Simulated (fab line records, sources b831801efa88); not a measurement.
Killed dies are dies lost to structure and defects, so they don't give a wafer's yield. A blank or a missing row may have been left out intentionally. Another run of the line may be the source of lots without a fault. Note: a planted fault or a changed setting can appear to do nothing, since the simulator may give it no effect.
Which tool was responsible? / flow sky130 / 7 lots with 21 wafers sampled at 2 steps, on a route of 708 steps

## WHAT THE GAUGES SHOWED, per wafer
SKY_VIA3_THK_MEAS_23: measures by xrf.
lot=L120; measured=day 39 15:53; on=filmMetro-02; VIA3_W_THK (nm)=396 402 396
lot=L122; measured=day 40 06:41; on=filmMetro-01; VIA3_W_THK (nm)=401 398 404
lot=L125; measured=day 42 07:08; on=filmMetro-01; VIA3_W_THK (nm)=410 394 403
lot=L128; measured=day 42 12:04; on=filmMetro-02; VIA3_W_THK (nm)=409 397 407
lot=L138; measured=day 45 05:07; on=filmMetro-04; VIA3_W_THK (nm)=394 393 397
lot=L140; measured=day 45 18:34; on=filmMetro-02; VIA3_W_THK (nm)=399 390 390
lot=L142; measured=day 45 20:56; on=filmMetro-01; VIA3_W_THK (nm)=402 402 394

## WHAT TOOL EACH LOT RAN ON (gives the tool, then ch and the chambers of the sampled wafers, and finally the start)
lot=L120; SKY_METAL3_DESCUM_15=rieMetal-02 ch 0, day 38 12:35
lot=L122; SKY_METAL3_DESCUM_15=rieMetal-03 ch 0,1, day 39 03:18
lot=L125; SKY_METAL3_DESCUM_15=rieMetal-03 ch 0,1, day 41 03:28
lot=L128; SKY_METAL3_DESCUM_15=rieMetal-02 ch 0,1, day 41 09:27
lot=L138; SKY_METAL3_DESCUM_15=rieMetal-03 ch 0,1, day 44 04:35
lot=L140; SKY_METAL3_DESCUM_15=rieMetal-02 ch 0,1, day 44 18:06
lot=L142; SKY_METAL3_DESCUM_15=rieMetal-04 ch 0, day 44 21:17
- SKY_METAL3_DESCUM_15: chemistry O2, time 8 s.

## THE ANSWER, worked out from the rows above alone
Rule: usual is defined by the lots themselves. Put in order of their means at a reading, lots are off if they are a third of the lots or fewer, leave a main group of 4 or more, and stand apart from it by a gap of 3 or more times the standard deviation of the main group's means; of several such gaps the widest counts. A main group is skipped when, at the precision printed for the reading in the tables above, its means are all equal. Also off: a lot with no number at a reading for which 4 or more lots have one. All remaining lots with rows at the step are treated as sound.
Across all readings shown, no lot is off: no conclusion can be drawn from this.

## WHAT WAS PUT IN BY THE SIMULATOR
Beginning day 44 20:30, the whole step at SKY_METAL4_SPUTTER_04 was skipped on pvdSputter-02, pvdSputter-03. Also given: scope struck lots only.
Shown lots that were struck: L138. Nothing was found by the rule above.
